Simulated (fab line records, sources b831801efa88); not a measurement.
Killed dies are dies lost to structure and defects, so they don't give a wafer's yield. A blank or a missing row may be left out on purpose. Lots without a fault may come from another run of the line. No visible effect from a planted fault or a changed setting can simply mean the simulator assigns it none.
Code-filled problem report in 8D (eight disciplines) form :: flow gf180mcu :: the parts of the form that need people (team, actions taken, sign-off) are left out

== 1. WHAT IS WRONG ==
MVPSD_RS at GF_VT_IMPLANT_RS_MEAS_49 reads a mean of 1180.3 ohm/sq on 1 wafer of 1 lot; wafers without a fault read 1166.9 ohm/sq with a standard deviation of 2.4. That is +5.6 standard deviations from the usual mean.
The step: measures by four-point-probe.
First seen on wafer L506.2, day 10 15:20, on film_metro-02. At this step, 39 wafers from 13 lots have a number in the record. The rule behind "out" and "out of limits": a value lying over 4 standard deviations away from the usual mean. All remaining wafers that have a number are taken as sound.

== 2. WHAT THIS IS AND IS NOT ==
question: which readings at this step
is: MVPSD_RS
is not: -

question: which lots
is: L506
is not: L496, L497, L498, L499, L500, L501, L502, L513, L514, L516, L517, L519

question: which wafers of those lots
is: L506.2
is not: L506.3, L506.4

question: read on which gauges
is: film_metro-02
is not: film_metro-03, film_metro-04

question: when
is: from day 10 15:20
is not: up to then (23 sound wafers); but 15 sound wafers of L513, L514, L516, L517, L519 came after

== 3. SUSPECTS, AND WHAT RULES EACH OUT ==
Counting: any tool at a process step up to the reading remains a suspect provided it ran every lot that is out. Sound lots after the first of them don't rule it out here, since some wafers of a struck lot are sound.
- the gauge at GF_VT_IMPLANT_RS_MEAS_49: kept. All the wafers that are out were read on film_metro-02, and no step on other tools shows them out.
- implanter-02 at GF_MVPSD_IMPLANT_08: kept. It processed L506, the lot that is out, at day 7 16:18, and its most recent sound lot before then was L502 at day 7 11:06.
Remaining after the count are implanter-02 at GF_MVPSD_IMPLANT_08 and film_metro-02 at GF_VT_IMPLANT_RS_MEAS_49.

== 4. THE CAUSE (what the simulator had put in) ==
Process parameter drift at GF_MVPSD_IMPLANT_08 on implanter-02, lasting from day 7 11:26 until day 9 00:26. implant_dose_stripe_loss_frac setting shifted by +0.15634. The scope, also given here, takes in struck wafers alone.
2 suspects survive the count, and this tool is in that group.

== 5. THE CHAIN OF EFFECTS, in route order ==
Each row: a reading where the mean over the struck wafers with a number is more than 3 standard deviations away from the usual. Scope: only readings with a usual standard deviation given in the record; hours: median across lots of the time from each lot's start at the first step in this table that gives one to its start at this step; sigmas: change in usual standard deviations.
hours: 0
step: GF_VT_IMPLANT_RS_MEAS_49
reading: MVPSD_RS
usual: 1166.9 ohm/sq
on struck wafers: 1180.3
change: +13.4
sigmas: +5.6
At these later measuring or inspecting steps, every struck wafer for which the step has a row has a number for every such reading, and none has moved that far: GF_POLY_GATE_CD_MEAS_10.

== 6. HOW IT WOULD HAVE BEEN CAUGHT EARLIER ==
In this record the first reading out of limits at a measuring or inspecting step was taken at day 10 15:20, 76 hours after the fault began at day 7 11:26.
Tool readings at GF_MVPSD_IMPLANT_08 with a usual standard deviation given in the record: none out on any struck wafer, hence no alarm at a limit of 4 standard deviations on them.
All the lots that are out (1) had begun GF_MVPSD_IMPLANT_08 on implanter-02 by day 10 15:20. A hold on the tool at that time would have spared none of them.
